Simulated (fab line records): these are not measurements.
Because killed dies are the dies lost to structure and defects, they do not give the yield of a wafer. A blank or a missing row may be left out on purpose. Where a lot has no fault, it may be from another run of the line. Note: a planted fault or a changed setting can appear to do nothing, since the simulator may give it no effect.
fab line records / flow gf180mcu
record: lots: 14 wafers: 42 last_day: 34
route steps=602 shown V3@446 M4@468
lots that met no fault: from a run of the same line without faults
start_h: hours from the record's opening day to when the first of the lot's shown wafers began / wait_h: hours from the lot's prior step to this one / " unchanged from the row above / L1.1+2: a single row standing in for several wafers / - either no value or no given start / * or withheld: withheld / < > ~ a bound
route shown NAME@n: a module of which the file shows steps, and the number in the route of the first / usual: mean and standard deviation over wafers with no fault / same: alike in all rows / chamber/n: place in a boat / sites: each site's reading / _std_site: the standard deviation of these / _edge_site: outer sites' mean less inner sites' / radius_mm: for every site, how far away it sits from the centre of the wafer / mask NAME#n: copy n / behind: the last tool/chamber to shape the wafer / hold: cause of the lot's hold/its duration in hours/its outcome / device: whichever transistor did not switch (one of n, p or np) / end of line: at the end of the route, the tests of the same wafers / a step with no rows: only its recipe / killed: not the wafer's yield, but the dies lost to structure and defects at the first sort / map: dies across one wafer; x = killed, . = not, _ = none there
set.NAME: the run value of the setting; set.NAME@STEP: its run value at that earlier step / model.NAME: the simulator's own value behind a step, which no gauge read
route steps across a sampled set of lots; one table per step, one row per wafer
services: when a tool's chamber went out of use (start_h, in hours from the record's first day, below 0 if earlier), for how many hours, and the reason
== steps ==
step: GF_V3_ETCH_17
recipe: chemistry: C4F8/O2/Ar mask_material: KrF target: SiO2 stop_on: TiN source_w: 1500 bias_w: 1200 pressure_mtorr: 40 c4f8_flow_sccm: withheld O2_flow_sccm: 6 Ar_flow_sccm: 300 time_s: withheld target_depth_a: 6350
usual: chamber_pressure_mTorr: 40.00/0.032 oes_product_au: 0.856/0.0048
lot.wafer=L365.1 tool=rie_diel-04 chamber=0 start_h=- wait_h=- chamber_pressure_mTorr=40.03 oes_product_au=0.855
lot.wafer=L365.2 tool=rie_diel-04 chamber=3 start_h=- wait_h=- chamber_pressure_mTorr=40.00 oes_product_au=0.852
lot.wafer=L365.4 tool=rie_diel-04 chamber=2 start_h=- wait_h=- chamber_pressure_mTorr=40.04 oes_product_au=0.870
lot.wafer=L364.1 tool=rie_diel-01 chamber=2 start_h=- wait_h=- chamber_pressure_mTorr=40.00 oes_product_au=0.855
lot.wafer=L364.2 tool=rie_diel-01 chamber=0 start_h=- wait_h=- chamber_pressure_mTorr=39.99 oes_product_au=0.860
lot.wafer=L364.5 tool=rie_diel-01 chamber=3 start_h=- wait_h=- chamber_pressure_mTorr=40.04 oes_product_au=0.855
lot.wafer=L367.1 tool=rie_diel-01 chamber=3 start_h=- wait_h=- chamber_pressure_mTorr=39.98 oes_product_au=0.859
lot.wafer=L367.4 tool=rie_diel-01 chamber=1 start_h=- wait_h=- chamber_pressure_mTorr=40.06 oes_product_au=0.859
lot.wafer=L367.6 tool=rie_diel-01 chamber=1 start_h=- wait_h=- chamber_pressure_mTorr=39.96 oes_product_au=0.856
lot.wafer=L369.3 tool=rie_diel-02 chamber=2 start_h=- wait_h=- chamber_pressure_mTorr=39.95 oes_product_au=0.856
lot.wafer=L369.5 tool=rie_diel-02 chamber=3 start_h=- wait_h=- chamber_pressure_mTorr=40.01 oes_product_au=0.862
lot.wafer=L369.6 tool=rie_diel-02 chamber=2 start_h=- wait_h=- chamber_pressure_mTorr=39.95 oes_product_au=0.863
lot.wafer=L376.2 tool=rie_diel-02 chamber=2 start_h=- wait_h=- chamber_pressure_mTorr=39.94 oes_product_au=0.849
lot.wafer=L376.3 tool=rie_diel-02 chamber=1 start_h=- wait_h=- chamber_pressure_mTorr=40.04 oes_product_au=0.858
lot.wafer=L376.6 tool=rie_diel-02 chamber=2 start_h=- wait_h=- chamber_pressure_mTorr=40.02 oes_product_au=0.856
lot.wafer=L377.1 tool=rie_diel-02 chamber=2 start_h=- wait_h=- chamber_pressure_mTorr=39.98 oes_product_au=0.858
lot.wafer=L377.2 tool=rie_diel-02 chamber=0 start_h=- wait_h=- chamber_pressure_mTorr=40.02 oes_product_au=0.857
lot.wafer=L377.4 tool=rie_diel-02 chamber=1 start_h=- wait_h=- chamber_pressure_mTorr=40.03 oes_product_au=0.853
lot.wafer=L378.1 tool=rie_diel-04 chamber=2 start_h=- wait_h=- chamber_pressure_mTorr=40.01 oes_product_au=0.855
lot.wafer=L378.4 tool=rie_diel-04 chamber=0 start_h=- wait_h=- chamber_pressure_mTorr=40.02 oes_product_au=0.858
lot.wafer=L378.5 tool=rie_diel-04 chamber=0 start_h=- wait_h=- chamber_pressure_mTorr=39.98 oes_product_au=0.851
lot.wafer=L379.2 tool=rie_diel-02 chamber=3 start_h=- wait_h=- chamber_pressure_mTorr=39.99 oes_product_au=0.853
lot.wafer=L379.3 tool=rie_diel-02 chamber=0 start_h=- wait_h=- chamber_pressure_mTorr=39.95 oes_product_au=0.862
lot.wafer=L379.4 tool=rie_diel-02 chamber=0 start_h=- wait_h=- chamber_pressure_mTorr=39.98 oes_product_au=0.856
lot.wafer=L380.3 tool=rie_diel-01 chamber=3 start_h=- wait_h=- chamber_pressure_mTorr=39.98 oes_product_au=0.850
lot.wafer=L380.4 tool=rie_diel-01 chamber=1 start_h=- wait_h=- chamber_pressure_mTorr=39.96 oes_product_au=0.859
lot.wafer=L380.5 tool=rie_diel-01 chamber=0 start_h=- wait_h=- chamber_pressure_mTorr=39.98 oes_product_au=0.854
lot.wafer=L381.2 tool=rie_diel-04 chamber=1 start_h=- wait_h=- chamber_pressure_mTorr=40.02 oes_product_au=0.857
lot.wafer=L381.5 tool=rie_diel-04 chamber=0 start_h=- wait_h=- chamber_pressure_mTorr=39.98 oes_product_au=0.867
lot.wafer=L381.6 tool=rie_diel-04 chamber=3 start_h=- wait_h=- chamber_pressure_mTorr=39.94 oes_product_au=0.857
lot.wafer=L382.1 tool=rie_diel-04 chamber=3 start_h=- wait_h=- chamber_pressure_mTorr=39.98 oes_product_au=0.853
lot.wafer=L382.3 tool=rie_diel-04 chamber=2 start_h=- wait_h=- chamber_pressure_mTorr=40.01 oes_product_au=0.855
lot.wafer=L382.6 tool=rie_diel-04 chamber=0 start_h=- wait_h=- chamber_pressure_mTorr=40.05 oes_product_au=0.861
lot.wafer=L383.2 tool=rie_diel-01 chamber=2 start_h=- wait_h=- chamber_pressure_mTorr=39.98 oes_product_au=0.862
lot.wafer=L383.4 tool=rie_diel-01 chamber=1 start_h=- wait_h=- chamber_pressure_mTorr=40.02 oes_product_au=0.859
lot.wafer=L383.6 tool=rie_diel-01 chamber=2 start_h=- wait_h=- chamber_pressure_mTorr=39.95 oes_product_au=0.859
lot.wafer=L384.1 tool=rie_diel-04 chamber=2 start_h=- wait_h=- chamber_pressure_mTorr=39.96 oes_product_au=0.852
lot.wafer=L384.3 tool=rie_diel-04 chamber=0 start_h=- wait_h=- chamber_pressure_mTorr=39.97 oes_product_au=0.858
lot.wafer=L384.6 tool=rie_diel-04 chamber=0 start_h=- wait_h=- chamber_pressure_mTorr=40.04 oes_product_au=0.851
lot.wafer=L386.1 tool=rie_diel-04 chamber=3 start_h=- wait_h=- chamber_pressure_mTorr=39.98 oes_product_au=0.857
lot.wafer=L386.2 tool=rie_diel-04 chamber=1 start_h=- wait_h=- chamber_pressure_mTorr=39.99 oes_product_au=0.850
lot.wafer=L386.3 tool=rie_diel-04 chamber=0 start_h=- wait_h=- chamber_pressure_mTorr=39.99 oes_product_au=0.857
step: GF_V3_SPUTTER_21
recipe: material: Ti target_thk_nm: 15 chamber_pressure_pa: 5 power_w: 2500 substrate_temp_c: 200 time_s: 80.02
usual: throttle_valve_pct: 30.0/1.3
lot.wafer=L365.1 tool=pvd_sputter-04 chamber=- start_h=534.32 wait_h=0.0 throttle_valve_pct=28.8
lot.wafer=L365.2 tool=pvd_sputter-04 chamber=- start_h=534.32 wait_h=0.0 throttle_valve_pct=30.3
lot.wafer=L365.4 tool=pvd_sputter-04 chamber=- start_h=534.32 wait_h=0.0 throttle_valve_pct=31.0
lot.wafer=L364.1 tool=pvd_sputter-02 chamber=- start_h=539.58 wait_h=0.0 throttle_valve_pct=29.9
lot.wafer=L364.2 tool=pvd_sputter-02 chamber=- start_h=539.58 wait_h=0.0 throttle_valve_pct=31.9
lot.wafer=L364.5 tool=pvd_sputter-02 chamber=- start_h=539.58 wait_h=0.0 throttle_valve_pct=29.9
lot.wafer=L367.1 tool=pvd_sputter-04 chamber=- start_h=554.95 wait_h=0.0 throttle_valve_pct=27.8
lot.wafer=L367.4 tool=pvd_sputter-04 chamber=- start_h=554.95 wait_h=0.0 throttle_valve_pct=29.0
lot.wafer=L367.6 tool=pvd_sputter-04 chamber=- start_h=554.95 wait_h=0.0 throttle_valve_pct=27.6
lot.wafer=L369.3 tool=pvd_sputter-02 chamber=- start_h=575.42 wait_h=0.0 throttle_valve_pct=30.0
lot.wafer=L369.5 tool=pvd_sputter-02 chamber=- start_h=575.42 wait_h=0.0 throttle_valve_pct=32.2
lot.wafer=L369.6 tool=pvd_sputter-02 chamber=- start_h=575.42 wait_h=0.0 throttle_valve_pct=29.9
lot.wafer=L376.2 tool=pvd_sputter-03 chamber=- start_h=625.47 wait_h=0.0 throttle_valve_pct=31.0
lot.wafer=L376.3 tool=pvd_sputter-03 chamber=- start_h=625.47 wait_h=0.0 throttle_valve_pct=31.1
lot.wafer=L376.6 tool=pvd_sputter-03 chamber=- start_h=625.47 wait_h=0.0 throttle_valve_pct=31.1
lot.wafer=L377.1 tool=pvd_sputter-03 chamber=- start_h=632.99 wait_h=0.0 throttle_valve_pct=31.0
lot.wafer=L377.2 tool=pvd_sputter-03 chamber=- start_h=632.99 wait_h=0.0 throttle_valve_pct=30.2
lot.wafer=L377.4 tool=pvd_sputter-03 chamber=- start_h=632.99 wait_h=0.0 throttle_valve_pct=31.6
lot.wafer=L378.1 tool=pvd_sputter-02 chamber=- start_h=634.53 wait_h=0.0 throttle_valve_pct=29.9
lot.wafer=L378.4 tool=pvd_sputter-02 chamber=- start_h=634.53 wait_h=0.0 throttle_valve_pct=30.0
lot.wafer=L378.5 tool=pvd_sputter-02 chamber=- start_h=634.53 wait_h=0.0 throttle_valve_pct=32.0
lot.wafer=L379.2 tool=pvd_sputter-04 chamber=- start_h=646.74 wait_h=0.0 throttle_valve_pct=30.8
lot.wafer=L379.3 tool=pvd_sputter-04 chamber=- start_h=646.74 wait_h=0.0 throttle_valve_pct=27.8
lot.wafer=L379.4 tool=pvd_sputter-04 chamber=- start_h=646.74 wait_h=0.0 throttle_valve_pct=28.9
lot.wafer=L380.3 tool=pvd_sputter-04 chamber=- start_h=653.82 wait_h=0.0 throttle_valve_pct=30.0
lot.wafer=L380.4 tool=pvd_sputter-04 chamber=- start_h=653.82 wait_h=0.0 throttle_valve_pct=30.6
lot.wafer=L380.5 tool=pvd_sputter-04 chamber=- start_h=653.82 wait_h=0.0 throttle_valve_pct=27.7
lot.wafer=L381.2 tool=pvd_sputter-04 chamber=- start_h=656.06 wait_h=0.0 throttle_valve_pct=28.8
lot.wafer=L381.5 tool=pvd_sputter-04 chamber=- start_h=656.06 wait_h=0.0 throttle_valve_pct=30.7
lot.wafer=L381.6 tool=pvd_sputter-04 chamber=- start_h=656.06 wait_h=0.0 throttle_valve_pct=28.8
lot.wafer=L382.1 tool=pvd_sputter-02 chamber=- start_h=665.20 wait_h=0.0 throttle_valve_pct=30.0
lot.wafer=L382.3 tool=pvd_sputter-02 chamber=- start_h=665.20 wait_h=0.0 throttle_valve_pct=32.4
lot.wafer=L382.6 tool=pvd_sputter-02 chamber=- start_h=665.20 wait_h=0.0 throttle_valve_pct=32.0
lot.wafer=L383.2 tool=pvd_sputter-02 chamber=- start_h=671.68 wait_h=0.0 throttle_valve_pct=29.1
lot.wafer=L383.4 tool=pvd_sputter-02 chamber=- start_h=671.68 wait_h=0.0 throttle_valve_pct=32.3
lot.wafer=L383.6 tool=pvd_sputter-02 chamber=- start_h=671.68 wait_h=0.0 throttle_valve_pct=32.1
lot.wafer=L384.1 tool=pvd_sputter-02 chamber=- start_h=674.11 wait_h=0.0 throttle_valve_pct=29.5
lot.wafer=L384.3 tool=pvd_sputter-02 chamber=- start_h=674.11 wait_h=0.0 throttle_valve_pct=30.0
lot.wafer=L384.6 tool=pvd_sputter-02 chamber=- start_h=674.11 wait_h=0.0 throttle_valve_pct=32.0
lot.wafer=L386.1 tool=pvd_sputter-04 chamber=- start_h=686.77 wait_h=0.0 throttle_valve_pct=27.7
lot.wafer=L386.2 tool=pvd_sputter-04 chamber=- start_h=686.77 wait_h=0.0 throttle_valve_pct=30.9
lot.wafer=L386.3 tool=pvd_sputter-04 chamber=- start_h=686.77 wait_h=0.0 throttle_valve_pct=28.6
step: GF_M4_PEB_12
recipe: peb_temp_c: 135 peb_time_s: 90 resist: KrF
usual: chill_plate_temp_C: 22.99/0.12 exhaust_pa: 44.9/0.8 heater_power_total_W: 85.70/0.08 peb_time_s: 90/0 plate_temp_C: 135.00/0.13
lot.wafer=L365.1 tool=litho_track-01 chamber=0 start_h=556.76 wait_h=- chill_plate_temp_C=22.92 exhaust_pa=44.4 heater_power_total_W=85.67 peb_time_s=90 plate_temp_C=134.97
lot.wafer=L365.2 tool=litho_track-01 chamber=0 start_h=556.76 wait_h=- chill_plate_temp_C=23.20 exhaust_pa=44.9 heater_power_total_W=85.84 peb_time_s=90 plate_temp_C=134.74
lot.wafer=L365.4 tool=litho_track-01 chamber=0 start_h=556.76 wait_h=- chill_plate_temp_C=22.89 exhaust_pa=45.2 heater_power_total_W=85.80 peb_time_s=90 plate_temp_C=135.06
lot.wafer=L364.1 tool=litho_track-01 chamber=- start_h=562.01 wait_h=- chill_plate_temp_C=- exhaust_pa=- heater_power_total_W=- peb_time_s=- plate_temp_C=-
lot.wafer=L364.2 tool=litho_track-01 chamber=- start_h=562.01 wait_h=- chill_plate_temp_C=- exhaust_pa=- heater_power_total_W=- peb_time_s=- plate_temp_C=-
lot.wafer=L364.5 tool=litho_track-01 chamber=- start_h=562.01 wait_h=- chill_plate_temp_C=- exhaust_pa=- heater_power_total_W=- peb_time_s=- plate_temp_C=-
lot.wafer=L367.1 tool=litho_track-03 chamber=- start_h=576.83 wait_h=- chill_plate_temp_C=- exhaust_pa=- heater_power_total_W=- peb_time_s=- plate_temp_C=-
lot.wafer=L367.4 tool=litho_track-03 chamber=- start_h=576.83 wait_h=- chill_plate_temp_C=- exhaust_pa=- heater_power_total_W=- peb_time_s=- plate_temp_C=-
lot.wafer=L367.6 tool=litho_track-03 chamber=- start_h=576.83 wait_h=- chill_plate_temp_C=- exhaust_pa=- heater_power_total_W=- peb_time_s=- plate_temp_C=-
lot.wafer=L369.3 tool=litho_track-01 chamber=0 start_h=597.13 wait_h=- chill_plate_temp_C=22.92 exhaust_pa=45.4 heater_power_total_W=85.60 peb_time_s=90 plate_temp_C=135.00
lot.wafer=L369.5 tool=litho_track-01 chamber=0 start_h=597.13 wait_h=- chill_plate_temp_C=22.89 exhaust_pa=44.8 heater_power_total_W=85.67 peb_time_s=90 plate_temp_C=135.06
lot.wafer=L369.6 tool=litho_track-01 chamber=0 start_h=597.13 wait_h=- chill_plate_temp_C=22.99 exhaust_pa=44.4 heater_power_total_W=85.73 peb_time_s=90 plate_temp_C=135.01
lot.wafer=L376.2 tool=litho_track-01 chamber=0 start_h=646.44 wait_h=- chill_plate_temp_C=22.85 exhaust_pa=44.7 heater_power_total_W=85.71 peb_time_s=90 plate_temp_C=134.94
lot.wafer=L376.3 tool=litho_track-01 chamber=0 start_h=646.44 wait_h=- chill_plate_temp_C=22.91 exhaust_pa=43.3 heater_power_total_W=85.67 peb_time_s=90 plate_temp_C=134.92
lot.wafer=L376.6 tool=litho_track-01 chamber=0 start_h=646.44 wait_h=- chill_plate_temp_C=22.82 exhaust_pa=44.5 heater_power_total_W=85.62 peb_time_s=90 plate_temp_C=134.85
lot.wafer=L377.1 tool=litho_track-03 chamber=0 start_h=654.18 wait_h=- chill_plate_temp_C=23.04 exhaust_pa=45.7 heater_power_total_W=85.83 peb_time_s=90 plate_temp_C=134.89
lot.wafer=L377.2 tool=litho_track-03 chamber=0 start_h=654.18 wait_h=- chill_plate_temp_C=22.94 exhaust_pa=44.6 heater_power_total_W=85.74 peb_time_s=90 plate_temp_C=134.80
lot.wafer=L377.4 tool=litho_track-03 chamber=0 start_h=654.18 wait_h=- chill_plate_temp_C=23.11 exhaust_pa=45.0 heater_power_total_W=85.80 peb_time_s=90 plate_temp_C=134.88
lot.wafer=L378.1 tool=litho_track-01 chamber=0 start_h=654.51 wait_h=- chill_plate_temp_C=22.88 exhaust_pa=46.5 heater_power_total_W=85.84 peb_time_s=90 plate_temp_C=135.07
lot.wafer=L378.4 tool=litho_track-01 chamber=0 start_h=654.51 wait_h=- chill_plate_temp_C=22.98 exhaust_pa=45.0 heater_power_total_W=85.76 peb_time_s=90 plate_temp_C=135.01
lot.wafer=L378.5 tool=litho_track-01 chamber=0 start_h=654.51 wait_h=- chill_plate_temp_C=22.88 exhaust_pa=45.0 heater_power_total_W=85.72 peb_time_s=90 plate_temp_C=135.14
lot.wafer=L379.2 tool=litho_track-04 chamber=0 start_h=666.79 wait_h=- chill_plate_temp_C=22.94 exhaust_pa=45.0 heater_power_total_W=85.78 peb_time_s=90 plate_temp_C=135.04
lot.wafer=L379.3 tool=litho_track-04 chamber=0 start_h=666.79 wait_h=- chill_plate_temp_C=22.85 exhaust_pa=44.4 heater_power_total_W=85.80 peb_time_s=90 plate_temp_C=134.90
lot.wafer=L379.4 tool=litho_track-04 chamber=0 start_h=666.79 wait_h=- chill_plate_temp_C=23.01 exhaust_pa=44.6 heater_power_total_W=85.69 peb_time_s=90 plate_temp_C=135.19
lot.wafer=L380.3 tool=litho_track-01 chamber=0 start_h=674.03 wait_h=- chill_plate_temp_C=23.03 exhaust_pa=46.1 heater_power_total_W=85.61 peb_time_s=90 plate_temp_C=134.90
lot.wafer=L380.4 tool=litho_track-01 chamber=0 start_h=674.03 wait_h=- chill_plate_temp_C=22.99 exhaust_pa=45.4 heater_power_total_W=85.79 peb_time_s=90 plate_temp_C=135.09
lot.wafer=L380.5 tool=litho_track-01 chamber=0 start_h=674.03 wait_h=- chill_plate_temp_C=22.89 exhaust_pa=45.8 heater_power_total_W=85.63 peb_time_s=90 plate_temp_C=135.01
lot.wafer=L381.2 tool=litho_track-03 chamber=0 start_h=676.06 wait_h=- chill_plate_temp_C=23.16 exhaust_pa=43.5 heater_power_total_W=85.60 peb_time_s=90 plate_temp_C=135.08
lot.wafer=L381.5 tool=litho_track-03 chamber=0 start_h=676.06 wait_h=- chill_plate_temp_C=23.15 exhaust_pa=45.2 heater_power_total_W=85.62 peb_time_s=90 plate_temp_C=135.03
lot.wafer=L381.6 tool=litho_track-03 chamber=0 start_h=676.06 wait_h=- chill_plate_temp_C=23.09 exhaust_pa=45.4 heater_power_total_W=85.75 peb_time_s=90 plate_temp_C=134.95
lot.wafer=L382.1 tool=litho_track-01 chamber=0 start_h=685.21 wait_h=- chill_plate_temp_C=22.82 exhaust_pa=44.4 heater_power_total_W=85.61 peb_time_s=90 plate_temp_C=135.13
lot.wafer=L382.3 tool=litho_track-01 chamber=0 start_h=685.21 wait_h=- chill_plate_temp_C=22.81 exhaust_pa=45.8 heater_power_total_W=85.80 peb_time_s=90 plate_temp_C=134.97
lot.wafer=L382.6 tool=litho_track-01 chamber=0 start_h=685.21 wait_h=- chill_plate_temp_C=22.87 exhaust_pa=45.8 heater_power_total_W=85.64 peb_time_s=90 plate_temp_C=134.92
lot.wafer=L383.2 tool=litho_track-03 chamber=0 start_h=691.36 wait_h=- chill_plate_temp_C=22.88 exhaust_pa=44.2 heater_power_total_W=85.73 peb_time_s=90 plate_temp_C=134.96
lot.wafer=L383.4 tool=litho_track-03 chamber=0 start_h=691.36 wait_h=- chill_plate_temp_C=22.80 exhaust_pa=44.8 heater_power_total_W=85.70 peb_time_s=90 plate_temp_C=134.86
lot.wafer=L383.6 tool=litho_track-03 chamber=0 start_h=691.36 wait_h=- chill_plate_temp_C=22.73 exhaust_pa=44.6 heater_power_total_W=85.86 peb_time_s=90 plate_temp_C=134.90
lot.wafer=L384.1 tool=litho_track-01 chamber=0 start_h=693.06 wait_h=- chill_plate_temp_C=23.13 exhaust_pa=45.3 heater_power_total_W=85.64 peb_time_s=90 plate_temp_C=134.85
lot.wafer=L384.3 tool=litho_track-01 chamber=0 start_h=693.06 wait_h=- chill_plate_temp_C=23.13 exhaust_pa=45.2 heater_power_total_W=85.77 peb_time_s=90 plate_temp_C=134.77
lot.wafer=L384.6 tool=litho_track-01 chamber=0 start_h=693.06 wait_h=- chill_plate_temp_C=22.99 exhaust_pa=46.1 heater_power_total_W=85.64 peb_time_s=90 plate_temp_C=134.97
lot.wafer=L386.1 tool=litho_track-04 chamber=0 start_h=705.51 wait_h=- chill_plate_temp_C=23.10 exhaust_pa=45.5 heater_power_total_W=85.71 peb_time_s=90 plate_temp_C=135.07
lot.wafer=L386.2 tool=litho_track-04 chamber=0 start_h=705.51 wait_h=- chill_plate_temp_C=23.04 exhaust_pa=45.2 heater_power_total_W=85.68 peb_time_s=90 plate_temp_C=135.14
lot.wafer=L386.3 tool=litho_track-04 chamber=0 start_h=705.51 wait_h=- chill_plate_temp_C=22.92 exhaust_pa=45.1 heater_power_total_W=85.76 peb_time_s=90 plate_temp_C=135.07
step: GF_M4_CD_MEAS_14
recipe: target_cd_nm: 280
usual: cd_nm: 280.3/1.3
lot.wafer=L365.1 tool=cd_sem-02 chamber=- start_h=557.11 wait_h=0.1 cd_nm=279.0
lot.wafer=L365.2 tool=cd_sem-02 chamber=- start_h=557.11 wait_h=0.1 cd_nm=279.6
lot.wafer=L365.4 tool=cd_sem-02 chamber=- start_h=557.11 wait_h=0.1 cd_nm=279.0
lot.wafer=L364.1 tool=cd_sem-02 chamber=- start_h=562.36 wait_h=0.1 cd_nm=-
lot.wafer=L364.2 tool=cd_sem-02 chamber=- start_h=562.36 wait_h=0.1 cd_nm=-
lot.wafer=L364.5 tool=cd_sem-02 chamber=- start_h=562.36 wait_h=0.1 cd_nm=-
lot.wafer=L367.1 tool=cd_sem-02 chamber=- start_h=577.18 wait_h=0.1 cd_nm=-
lot.wafer=L367.4 tool=cd_sem-02 chamber=- start_h=577.18 wait_h=0.1 cd_nm=-
lot.wafer=L367.6 tool=cd_sem-02 chamber=- start_h=577.18 wait_h=0.1 cd_nm=-
lot.wafer=L369.3 tool=cd_sem-02 chamber=- start_h=597.45 wait_h=0.1 cd_nm=278.7
lot.wafer=L369.5 tool=cd_sem-02 chamber=- start_h=597.45 wait_h=0.1 cd_nm=278.9
lot.wafer=L369.6 tool=cd_sem-02 chamber=- start_h=597.45 wait_h=0.1 cd_nm=278.3
lot.wafer=L376.2 tool=cd_sem-02 chamber=- start_h=646.78 wait_h=0.1 cd_nm=282.6
lot.wafer=L376.3 tool=cd_sem-02 chamber=- start_h=646.78 wait_h=0.1 cd_nm=281.4
lot.wafer=L376.6 tool=cd_sem-02 chamber=- start_h=646.78 wait_h=0.1 cd_nm=282.1
lot.wafer=L377.1 tool=cd_sem-02 chamber=- start_h=654.53 wait_h=0.1 cd_nm=281.3
lot.wafer=L377.2 tool=cd_sem-02 chamber=- start_h=654.53 wait_h=0.1 cd_nm=281.3
lot.wafer=L377.4 tool=cd_sem-02 chamber=- start_h=654.53 wait_h=0.1 cd_nm=280.6
lot.wafer=L378.1 tool=cd_sem-01 chamber=- start_h=654.86 wait_h=0.1 cd_nm=280.6
lot.wafer=L378.4 tool=cd_sem-01 chamber=- start_h=654.86 wait_h=0.1 cd_nm=281.4
lot.wafer=L378.5 tool=cd_sem-01 chamber=- start_h=654.86 wait_h=0.1 cd_nm=280.1
lot.wafer=L379.2 tool=cd_sem-01 chamber=- start_h=667.20 wait_h=0.2 cd_nm=282.8
lot.wafer=L379.3 tool=cd_sem-01 chamber=- start_h=667.20 wait_h=0.2 cd_nm=282.5
lot.wafer=L379.4 tool=cd_sem-01 chamber=- start_h=667.20 wait_h=0.2 cd_nm=282.1
lot.wafer=L380.3 tool=cd_sem-01 chamber=- start_h=674.35 wait_h=0.1 cd_nm=281.2
lot.wafer=L380.4 tool=cd_sem-01 chamber=- start_h=674.35 wait_h=0.1 cd_nm=280.7
lot.wafer=L380.5 tool=cd_sem-01 chamber=- start_h=674.35 wait_h=0.1 cd_nm=280.6
lot.wafer=L381.2 tool=cd_sem-01 chamber=- start_h=676.40 wait_h=0.1 cd_nm=277.8
lot.wafer=L381.5 tool=cd_sem-01 chamber=- start_h=676.40 wait_h=0.1 cd_nm=279.0
lot.wafer=L381.6 tool=cd_sem-01 chamber=- start_h=676.40 wait_h=0.1 cd_nm=278.6
lot.wafer=L382.1 tool=cd_sem-01 chamber=- start_h=685.56 wait_h=0.1 cd_nm=280.0
lot.wafer=L382.3 tool=cd_sem-01 chamber=- start_h=685.56 wait_h=0.1 cd_nm=279.5
lot.wafer=L382.6 tool=cd_sem-01 chamber=- start_h=685.56 wait_h=0.1 cd_nm=278.8
lot.wafer=L383.2 tool=cd_sem-02 chamber=- start_h=691.69 wait_h=0.1 cd_nm=281.1
lot.wafer=L383.4 tool=cd_sem-02 chamber=- start_h=691.69 wait_h=0.1 cd_nm=281.3
lot.wafer=L383.6 tool=cd_sem-02 chamber=- start_h=691.69 wait_h=0.1 cd_nm=281.7
lot.wafer=L384.1 tool=cd_sem-02 chamber=- start_h=693.41 wait_h=0.1 cd_nm=279.3
lot.wafer=L384.3 tool=cd_sem-02 chamber=- start_h=693.41 wait_h=0.1 cd_nm=279.2
lot.wafer=L384.6 tool=cd_sem-02 chamber=- start_h=693.41 wait_h=0.1 cd_nm=279.0
lot.wafer=L386.1 tool=cd_sem-01 chamber=- start_h=705.86 wait_h=0.1 cd_nm=279.2
lot.wafer=L386.2 tool=cd_sem-01 chamber=- start_h=705.86 wait_h=0.1 cd_nm=278.0
lot.wafer=L386.3 tool=cd_sem-01 chamber=- start_h=705.86 wait_h=0.1 cd_nm=278.7
== services ==
tool=rie_diel-01 chamber=1 start_h=511.78 hours=7.0 kind=repair
tool=rie_diel-04 chamber=1 start_h=516.93 hours=11.9 kind=repair
tool=rie_diel-02 chamber=- start_h=538.78 hours=0.5 kind=repair
tool=pvd_sputter-03 chamber=- start_h=548.89 hours=1.6 kind=repair
tool=pvd_sputter-03 chamber=- start_h=555.00 hours=64.5 kind=repair
tool=rie_diel-04 chamber=0 start_h=566.34 hours=- kind=clean
tool=rie_diel-04 chamber=0 start_h=566.34 hours=13.3 kind=scheduled_down
tool=rie_diel-04 chamber=0 start_h=566.34 hours=13.3 kind=vent_cycle
tool=pvd_sputter-04 chamber=- start_h=568.34 hours=9.5 kind=repair
tool=pvd_sputter-04 chamber=- start_h=593.34 hours=0.5 kind=repair
tool=rie_diel-04 chamber=2 start_h=617.73 hours=4.2 kind=repair
tool=rie_diel-04 chamber=- start_h=619.03 hours=0.4 kind=repair
tool=pvd_sputter-02 chamber=- start_h=619.77 hours=9.3 kind=repair
tool=rie_diel-04 chamber=3 start_h=629.60 hours=2.9 kind=repair
tool=rie_diel-04 chamber=1 start_h=636.14 hours=3.3 kind=repair
tool=rie_diel-02 chamber=0 start_h=639.89 hours=2.6 kind=repair
tool=rie_diel-02 chamber=1 start_h=644.60 hours=9.8 kind=repair
tool=rie_diel-02 chamber=- start_h=662.61 hours=28.1 kind=pm
tool=rie_diel-01 chamber=2 start_h=675.55 hours=- kind=clean
tool=rie_diel-01 chamber=2 start_h=675.55 hours=22.0 kind=scheduled_down
tool=rie_diel-01 chamber=2 start_h=675.55 hours=22.0 kind=vent_cycle
tool=rie_diel-01 chamber=0 start_h=700.04 hours=1.3 kind=repair
tool=rie_diel-01 chamber=1 start_h=701.45 hours=- kind=clean
tool=rie_diel-01 chamber=1 start_h=701.45 hours=28.2 kind=scheduled_down
== key ==
first_sign: step: GF_M4_PEB_12 reading: tool_record direction: missing
effect none on later readings
met_at GF_M4_PEB_12
struck_lots L364,L367
later_rows_left_out L364.1,L364.2,L364.5,L367.1,L367.4,L367.6
sort_left_out L364.1,L364.2,L364.5,L367.1,L367.4,L367.6
not_acting_at GF_V3_ETCH_17,GF_V3_SPUTTER_21,GF_M4_CD_MEAS_14
onset_between 556.76 562.01
fault: kind: skipped_step_whole tool: litho_track-01,litho_track-03 chamber: - onset_h: 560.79 steps: GF_M4_PEB_12 scope: struck_lots_only
sort_left_out: the simulated sort isn't trusted on such a fault, so these wafers' sort isn't shown, and their yield isn't known
later_rows_left_out: the simulator's readings of these wafers behind a module that went badly wrong aren't trusted and aren't shown, but for the sort
